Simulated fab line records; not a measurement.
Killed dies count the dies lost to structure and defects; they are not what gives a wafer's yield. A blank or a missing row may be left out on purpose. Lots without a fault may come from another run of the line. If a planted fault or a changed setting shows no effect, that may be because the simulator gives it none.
Which of the tools did it? | flow gf180mcu | Sampling: 15 lots, 45 wafers, 4 of 602 route steps

## WHAT EACH GAUGE READ, for each wafer
GF_STI_CD_MEAS_12: target cd 220 nm. Usual: cdNm 219.9 nm, standard deviation 1.5.
lot  | measured    | on       | cdNm (nm)         | flag
L500 | day 2 06:50 | cdSem-01 | 219.7 219.8 219.0 | 
L502 | day 2 15:52 | cdSem-02 | 219.5 219.2 219.8 | 
L503 | day 2 20:56 | cdSem-01 | 217.5 217.8 217.4 | 
L504 | day 3 05:44 | cdSem-01 | 219.3 217.5 217.9 | 
L506 | day 3 17:22 | cdSem-02 | 221.9 220.2 221.2 | 
L509 | day 4 06:04 | cdSem-01 | 221.7 220.8 220.9 | 
L510 | day 4 10:20 | cdSem-01 | 218.5 219.0 218.4 | 
L511 | day 4 15:22 | cdSem-01 | 222.2 222.2 222.2 | 
L512 | day 4 22:10 | cdSem-02 | 220.4 220.4 218.8 | 
L513 | day 5 01:49 | cdSem-02 | 219.1 217.8 216.7 | 
L514 | day 5 06:28 | cdSem-01 | 222.6 220.9 220.4 | 
L515 | day 5 12:19 | cdSem-01 | - - -             | OFF
L516 | day 5 15:46 | cdSem-02 | - - -             | OFF
L517 | day 5 21:58 | cdSem-02 | - - -             | OFF
L522 | day 7 00:20 | cdSem-01 | 220.4 221.8 222.8 | 

GF_HV_LDD_TW_MEAS_11. Usual: HV_LDD_TW typically reads 2397, with standard deviation 23.
lot  | measured     | on           | HV_LDD_TW      | flag
L500 | day 10 20:57 | filmMetro-03 | 2375 2370 2367 | 
L502 | day 11 04:00 | filmMetro-02 | 2406 2394 2389 | 
L503 | day 11 11:33 | filmMetro-01 | 2438 2429 2436 | 
L504 | day 11 22:08 | filmMetro-02 | 2410 2412 2398 | 
L506 | day 12 12:22 | filmMetro-01 | 2416 2428 2430 | 
L509 | day 13 04:44 | filmMetro-01 | 2411 2416 2411 | 
L510 | day 13 13:16 | filmMetro-03 | 2362 2361 2375 | 
L511 | day 13 17:36 | filmMetro-01 | 2424 2409 2398 | 
L512 | day 13 22:41 | filmMetro-03 | 2363 2371 2377 | 
L513 | day 14 06:55 | filmMetro-02 | 2391 2397 2412 | 
L514 | day 14 16:04 | filmMetro-02 | 2418 2401 2400 | 
L522 | day 16 23:53 | filmMetro-03 | 2366 2376 2375 | 

GF_HV_LDD_CD_MEAS_31: target cd 400 nm. Usual: cdNm 400.3 nm, standard deviation 2.1.
lot  | measured     | on       | cdNm (nm)         | flag
L500 | day 12 10:52 | cdSem-02 | 400.1 400.6 400.8 | 
L502 | day 12 18:06 | cdSem-01 | 399.5 400.3 399.5 | 
L503 | day 13 02:05 | cdSem-01 | 396.7 398.4 397.8 | 
L504 | day 13 13:11 | cdSem-01 | 402.7 401.0 401.7 | 
L506 | day 14 03:26 | cdSem-01 | 397.7 398.8 399.6 | 
L509 | day 14 21:16 | cdSem-02 | 402.9 401.7 401.8 | 
L510 | day 15 06:52 | cdSem-02 | 398.0 397.1 396.3 | 
L511 | day 15 11:01 | cdSem-01 | 398.4 396.9 398.4 | 
L512 | day 15 16:32 | cdSem-01 | 399.3 398.3 400.1 | 
L513 | day 16 00:34 | cdSem-02 | 402.3 402.8 401.4 | 
L514 | day 16 10:16 | cdSem-02 | 400.6 399.1 400.2 | 
L522 | day 18 22:08 | cdSem-01 | 401.3 401.1 400.4 | 

## EACH LOT AND THE TOOL THAT RAN IT (in order: tool; ch and the chambers of the sampled wafers; start)
lot  | GF_STI_PEB_10
L500 | lithoTrack-02 ch 0, day 2 06:30
L502 | lithoTrack-01 ch 0, day 2 15:34
L503 | lithoTrack-03 ch 0, day 2 20:35
L504 | lithoTrack-01 ch 0, day 3 05:24
L506 | lithoTrack-01 ch 0, day 3 17:01
L509 | lithoTrack-01 ch 0, day 4 05:43
L510 | lithoTrack-03 ch 0, day 4 09:59
L511 | lithoTrack-01 ch 0, day 4 15:01
L512 | lithoTrack-01 ch 0, day 4 21:49
L513 | lithoTrack-01 ch 0, day 5 01:28
L514 | lithoTrack-02 ch 0, day 5 06:07
L515 | lithoTrack-02, day 5 11:58
L516 | lithoTrack-01, day 5 15:25
L517 | lithoTrack-01, day 5 21:37
L522 | lithoTrack-01 ch 0, day 6 23:59
- GF_STI_PEB_10: peb time 90 s.

## WHAT THE TOOLS THEMSELVES READ (means of the sampled wafers that have a number; where no wafer has one, the mark that the record gives instead)
GF_STI_PEB_10. Usual: chillPlateTempC 23.01 C, standard deviation 0.12; exhaustPa 45.0 Pa, standard deviation 0.94.
lot  | tool          | chillPlateTempC (C) | exhaustPa (Pa) | flag
L500 | lithoTrack-02 | 22.99               | 44.9           | 
L502 | lithoTrack-01 | 23.04               | 44.4           | 
L503 | lithoTrack-03 | 23.04               | 43.7           | 
L504 | lithoTrack-01 | 23.09               | 44.7           | 
L506 | lithoTrack-01 | 23.12               | 43.9           | 
L509 | lithoTrack-01 | 23.03               | 46.8           | 
L510 | lithoTrack-03 | 22.97               | 43.5           | 
L511 | lithoTrack-01 | 22.96               | 45.3           | 
L512 | lithoTrack-01 | 23.09               | 44.9           | 
L513 | lithoTrack-01 | 23.01               | 46.1           | 
L514 | lithoTrack-02 | 22.98               | 46.1           | 
L515 | lithoTrack-02 | -                   | -              | OFF
L516 | lithoTrack-01 | -                   | -              | OFF
L517 | lithoTrack-01 | -                   | -              | OFF
L522 | lithoTrack-01 | 23.21               | 45.9           | 

## THE ANSWER, worked out from the rows above alone
Rule: a lot counts as off when the mean over its wafers that have a number is more than 3 standard deviations away from the usual mean. Also off: a lot with no number at a reading for which 4 or more lots have one. The other lots that the step has rows for count as sound. First the gauges in route order, then the tools' own readings, where a lot's mean is used as printed above. At the first step where some lot is off, the reading lying furthest off is the one used; lots without a number count as furthest.
Off: L515, L516, L517, at GF_STI_CD_MEAS_12 (cdNm). Without a number there: L515, L516, L517.
If a tool, at a process step before that reading, ran all the lots that are off and no sound lot after the first of them, it fits. The gauges at GF_STI_CD_MEAS_12 aren't tried: what is off there is off at GF_STI_PEB_10 too, on other tools, and a gauge's error can't cause that. No candidate that was tried fits.

## WHAT WAS PUT IN BY THE SIMULATOR
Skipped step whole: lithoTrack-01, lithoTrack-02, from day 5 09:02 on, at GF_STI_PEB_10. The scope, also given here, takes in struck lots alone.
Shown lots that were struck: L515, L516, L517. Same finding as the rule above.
